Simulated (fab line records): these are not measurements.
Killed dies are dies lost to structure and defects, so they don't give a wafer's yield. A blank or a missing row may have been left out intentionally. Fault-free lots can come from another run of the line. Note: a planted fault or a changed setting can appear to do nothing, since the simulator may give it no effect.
The same fault as seen by 2 desks | flow sfq line | each desk holds nothing but its own numbers, with what lay behind them at the end

== FOR THE TOOL OWNER'S DESK: rie diel-03 ==
The tool's own readings at SFQ_TRILAYER_I6_VIA_BARC_OPEN_VIA_ETCH_235 (etches BARC in O2, target depth 125 nm, time 41.7 s): means of the sampled wafers that have a number, for each lot that ran on this tool. Marked OUT: a lot whose mean sits more than 4 standard deviations from the usual mean, which makes it out of limits; the brackets give that distance.
Columns: A = chamber pressure mTorr at SFQ_TRILAYER_I6_VIA_BARC_OPEN_VIA_ETCH_235, usual 30.00 mTorr; B = drypump motor current A at SFQ_TRILAYER_I6_VIA_BARC_OPEN_VIA_ETCH_235, usual 5.7 A; C = oes product au at SFQ_TRILAYER_I6_VIA_BARC_OPEN_VIA_ETCH_235, usual 0.686 a.u.; D = rf fwd power W at SFQ_TRILAYER_I6_VIA_BARC_OPEN_VIA_ETCH_235, usual 493.8 W
lot  | first seen here | A     | B   | C     | D
L947 | day 61 17:52    | 29.99 | 5.6 | 0.683 | 493.9
L961 | day 68 12:55    | 30.00 | 5.7 | 0.687 | 361.7 (-70) OUT
This desk's finding: out of limits on L961; first on L961, day 68 12:55 (rf fwd power W at SFQ_TRILAYER_I6_VIA_BARC_OPEN_VIA_ETCH_235). L947: within limits.

== METROLOGY DESK ==
What the gauges read for every lot (on any tool): the sampled wafers with a number, averaged. Marked OUT: a lot whose mean sits more than 4 standard deviations from the usual mean, which makes it out of limits; the brackets give that distance.
Columns: A = I6_BOW at SFQ_I6_BOW_MEAS_941, usual 9 um; B = I6_OVL at SFQ_I6_OVL_MEAS_942, usual -1 nm
lot  | first seen here | A  | B
L946 | day 56 07:57    | 4  | -4
L947 | day 56 15:08    | 4  | -9
L961 | day 63 22:20    | 7  | 6
L962 | day 64 11:38    | 13 | -4
L963 | day 65 13:58    | 0  | -11
Result from this desk: across the 5 lots, nothing is out of limits.

== TAKEN TOGETHER ==
The tool owner's desk could have raised an alarm at day 68 12:55, on L961.
Metrology desk: nothing out of limits seen.
The metrology desk holds a record of L961, inside its limits.
SFQ_TRILAYER_I6_VIA_BARC_OPEN_VIA_ETCH_235 was run on rie diel-03 by each of the lots named.

== WHAT HAD BEEN PUT IN BY THE SIMULATOR ==
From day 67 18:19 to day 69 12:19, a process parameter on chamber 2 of rie diel-03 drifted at SFQ_TRILAYER_I6_VIA_BARC_OPEN_VIA_ETCH_235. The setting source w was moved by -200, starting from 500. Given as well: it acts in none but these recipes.
Shown lots that were struck: L961.
Each desk's first reading out of limits, in hours after the fault started: the tool owner's desk, 19.
